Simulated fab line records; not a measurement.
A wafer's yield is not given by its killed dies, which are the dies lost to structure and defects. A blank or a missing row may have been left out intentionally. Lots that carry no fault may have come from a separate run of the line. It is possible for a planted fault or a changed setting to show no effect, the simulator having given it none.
Which tool did it? || flow gf180mcu || 42 wafers from 14 lots sampled at 2 of the route's 602 steps

== WHAT THE GAUGES SHOWED, per wafer ==
GF_M4_RS_MEAS_05: measures by four-point-probe. Usual: for M4_ALCU_RS the level is 0.0692 ohm/sq and the standard deviation is 0.001.
{"lot": "L460", "measured": "day 22 09:52", "on": "film-metro-03", "M4_ALCU_RS (ohm/sq)": "0.0683 0.0681 0.0677", "flag": ""}
{"lot": "L461", "measured": "day 22 15:55", "on": "film-metro-01", "M4_ALCU_RS (ohm/sq)": "0.0690 0.0692 0.0684", "flag": ""}
{"lot": "L462", "measured": "day 23 05:43", "on": "film-metro-01", "M4_ALCU_RS (ohm/sq)": "0.0687 0.0684 0.0680", "flag": ""}
{"lot": "L463", "measured": "day 23 13:02", "on": "film-metro-03", "M4_ALCU_RS (ohm/sq)": "0.0690 0.0691 0.0692", "flag": ""}
{"lot": "L464", "measured": "day 23 20:35", "on": "film-metro-03", "M4_ALCU_RS (ohm/sq)": "0.0685 0.0681 0.0679", "flag": ""}
{"lot": "L466", "measured": "day 24 21:06", "on": "film-metro-01", "M4_ALCU_RS (ohm/sq)": "0.0695 0.0701 0.0697", "flag": ""}
{"lot": "L469", "measured": "day 25 13:41", "on": "film-metro-03", "M4_ALCU_RS (ohm/sq)": "0.0694 0.0702 0.0697", "flag": ""}
{"lot": "L470", "measured": "day 26 00:23", "on": "film-metro-04", "M4_ALCU_RS (ohm/sq)": "0.0693 0.0692 0.0692", "flag": ""}
{"lot": "L473", "measured": "day 27 03:44", "on": "film-metro-03", "M4_ALCU_RS (ohm/sq)": "0.0702 0.0697 0.0719", "flag": ""}
{"lot": "L476", "measured": "day 27 17:25", "on": "film-metro-03", "M4_ALCU_RS (ohm/sq)": "0.0712 0.0705 0.0704", "flag": ""}
{"lot": "L477", "measured": "day 28 03:58", "on": "film-metro-03", "M4_ALCU_RS (ohm/sq)": "0.0693 0.0693 0.0699", "flag": ""}
{"lot": "L478", "measured": "day 28 15:40", "on": "film-metro-03", "M4_ALCU_RS (ohm/sq)": "0.0680 0.0680 0.0687", "flag": ""}
{"lot": "L481", "measured": "day 29 08:01", "on": "film-metro-04", "M4_ALCU_RS (ohm/sq)": "0.0703 0.0694 0.0686", "flag": ""}
{"lot": "L483", "measured": "day 29 20:48", "on": "film-metro-04", "M4_ALCU_RS (ohm/sq)": "0.0699 0.0697 0.0715", "flag": ""}

== WHAT TOOL EACH LOT RAN ON (gives the tool, then ch and the chambers of the sampled wafers, and finally the start) ==
{"lot": "L460", "GF_STI_ETCH_14": "rie-si-01 ch 1,2,3, day 2 01:20"}
{"lot": "L461", "GF_STI_ETCH_14": "rie-si-01 ch 0,2,3, day 2 07:28"}
{"lot": "L462", "GF_STI_ETCH_14": "rie-si-02 ch 1,3, day 2 11:00"}
{"lot": "L463", "GF_STI_ETCH_14": "rie-si-02 ch 1,2,3, day 2 16:18"}
{"lot": "L464", "GF_STI_ETCH_14": "rie-si-02 ch 1,2, day 2 21:55"}
{"lot": "L466", "GF_STI_ETCH_14": "rie-si-01 ch 1,2, day 3 09:01"}
{"lot": "L469", "GF_STI_ETCH_14": "rie-si-02 ch 0,1,3, day 3 23:49"}
{"lot": "L470", "GF_STI_ETCH_14": "rie-si-02 ch 0,1, day 4 05:26"}
{"lot": "L473", "GF_STI_ETCH_14": "rie-si-01 ch 1,3, day 4 21:53"}
{"lot": "L476", "GF_STI_ETCH_14": "rie-si-01 ch 0,1,3, day 5 11:44"}
{"lot": "L477", "GF_STI_ETCH_14": "rie-si-02 ch 0,1,3, day 5 17:36"}
{"lot": "L478", "GF_STI_ETCH_14": "rie-si-02 ch 0,1,2, day 5 23:46"}
{"lot": "L481", "GF_STI_ETCH_14": "rie-si-02 ch 1,2,3, day 6 13:37"}
{"lot": "L483", "GF_STI_ETCH_14": "rie-si-02 ch 0,1,3, day 7 01:17"}
- GF_STI_ETCH_14: etches Si in HBr/Cl2/O2, target depth 360 nm, time 102.9 s.

== WHAT THE TOOLS THEMSELVES READ (means of the sampled wafers that have a number; where no wafer has one, the mark that the record gives instead) ==
GF_STI_ETCH_14. Usual: drypump-motor-current-A 5.6 A, standard deviation 0.46; he-backside-leak-sccm 2.53 sccm, standard deviation 0.29; oes-product-au 1.008 a.u., standard deviation 0.0099; run-length-s 131.2 s, standard deviation 0.39; throttle-valve-pct 25.650 %, standard deviation 0.012.
{"lot": "L460", "tool": "rie-si-01", "drypump-motor-current-A (A)": 5.6, "he-backside-leak-sccm (sccm)": 2.40, "oes-product-au (a.u.)": 1.005, "run-length-s (s)": 131.1, "throttle-valve-pct (%)": 25.658, "flag": ""}
{"lot": "L461", "tool": "rie-si-01", "drypump-motor-current-A (A)": 5.6, "he-backside-leak-sccm (sccm)": 2.56, "oes-product-au (a.u.)": 1.011, "run-length-s (s)": 131.4, "throttle-valve-pct (%)": 25.641, "flag": ""}
{"lot": "L462", "tool": "rie-si-02", "drypump-motor-current-A (A)": 5.9, "he-backside-leak-sccm (sccm)": 2.54, "oes-product-au (a.u.)": 1.012, "run-length-s (s)": 131.6, "throttle-valve-pct (%)": 25.649, "flag": ""}
{"lot": "L463", "tool": "rie-si-02", "drypump-motor-current-A (A)": 5.9, "he-backside-leak-sccm (sccm)": 2.53, "oes-product-au (a.u.)": 1.009, "run-length-s (s)": 131.6, "throttle-valve-pct (%)": 25.646, "flag": ""}
{"lot": "L464", "tool": "rie-si-02", "drypump-motor-current-A (A)": 5.9, "he-backside-leak-sccm (sccm)": 2.46, "oes-product-au (a.u.)": 1.014, "run-length-s (s)": 131.7, "throttle-valve-pct (%)": 25.645, "flag": ""}
{"lot": "L466", "tool": "rie-si-01", "drypump-motor-current-A (A)": 5.8, "he-backside-leak-sccm (sccm)": 2.46, "oes-product-au (a.u.)": 1.004, "run-length-s (s)": 130.8, "throttle-valve-pct (%)": 25.658, "flag": ""}
{"lot": "L469", "tool": "rie-si-02", "drypump-motor-current-A (A)": 5.5, "he-backside-leak-sccm (sccm)": 2.51, "oes-product-au (a.u.)": 1.012, "run-length-s (s)": 131.3, "throttle-valve-pct (%)": 25.645, "flag": ""}
{"lot": "L470", "tool": "rie-si-02", "drypump-motor-current-A (A)": 5.2, "he-backside-leak-sccm (sccm)": 2.43, "oes-product-au (a.u.)": 1.014, "run-length-s (s)": 131.1, "throttle-valve-pct (%)": 25.644, "flag": ""}
{"lot": "L473", "tool": "rie-si-01", "drypump-motor-current-A (A)": 5.6, "he-backside-leak-sccm (sccm)": 2.42, "oes-product-au (a.u.)": 1.001, "run-length-s (s)": 135.9, "throttle-valve-pct (%)": 25.661, "flag": "OFF"}
{"lot": "L476", "tool": "rie-si-01", "drypump-motor-current-A (A)": 5.6, "he-backside-leak-sccm (sccm)": 2.43, "oes-product-au (a.u.)": 1.012, "run-length-s (s)": 136.2, "throttle-valve-pct (%)": 25.653, "flag": "OFF"}
{"lot": "L477", "tool": "rie-si-02", "drypump-motor-current-A (A)": 5.5, "he-backside-leak-sccm (sccm)": 2.48, "oes-product-au (a.u.)": 1.017, "run-length-s (s)": 131.5, "throttle-valve-pct (%)": 25.638, "flag": ""}
{"lot": "L478", "tool": "rie-si-02", "drypump-motor-current-A (A)": 5.4, "he-backside-leak-sccm (sccm)": 2.51, "oes-product-au (a.u.)": 1.006, "run-length-s (s)": 131.4, "throttle-valve-pct (%)": 25.657, "flag": ""}
{"lot": "L481", "tool": "rie-si-02", "drypump-motor-current-A (A)": 5.9, "he-backside-leak-sccm (sccm)": 2.69, "oes-product-au (a.u.)": 1.006, "run-length-s (s)": 131.6, "throttle-valve-pct (%)": 25.650, "flag": ""}
{"lot": "L483", "tool": "rie-si-02", "drypump-motor-current-A (A)": 5.5, "he-backside-leak-sccm (sccm)": 2.57, "oes-product-au (a.u.)": 1.009, "run-length-s (s)": 131.3, "throttle-valve-pct (%)": 25.642, "flag": ""}

== THE ANSWER, worked out from the rows above alone ==
Rule: lot off if the mean of its wafers having a number is beyond 3 standard deviations from the usual mean. A lot without any number at a reading at which 4 lots or more have one is off too. Any other lot the step has rows for is counted as sound. Order of review: gauges by route order, followed by the tools' own readings, for which a lot's mean as printed above is used. The first step at which some lot is off is used, and at that step the reading that is off furthest; a lot without a number counts as furthest.
Off, at GF_STI_ETCH_14 on run-length-s: L473, L476.
A tool fits if, at that step or a process step before it, it ran every lot that is off, and no sound lot after the first of them. One fits: rie-si-01 at GF_STI_ETCH_14. Its last sound lot is L466 (day 3 09:01), its first lot that is off L473 (day 4 21:53): a fault that began between those two fits.
On the lots that are off, the tool's own readings at GF_STI_ETCH_14 differ by more than 5 times the standard deviation of the sound lots' means, which bears it out; run-length-s reads 136.1 s there versus 131.4 s on the sound lots.

== WHAT THE SIMULATOR PUT IN ==
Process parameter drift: rie-si-01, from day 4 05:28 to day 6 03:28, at GF_STI_ETCH_14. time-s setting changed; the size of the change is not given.
Shown lots that were struck: L473, L476. Same finding as the rule above.
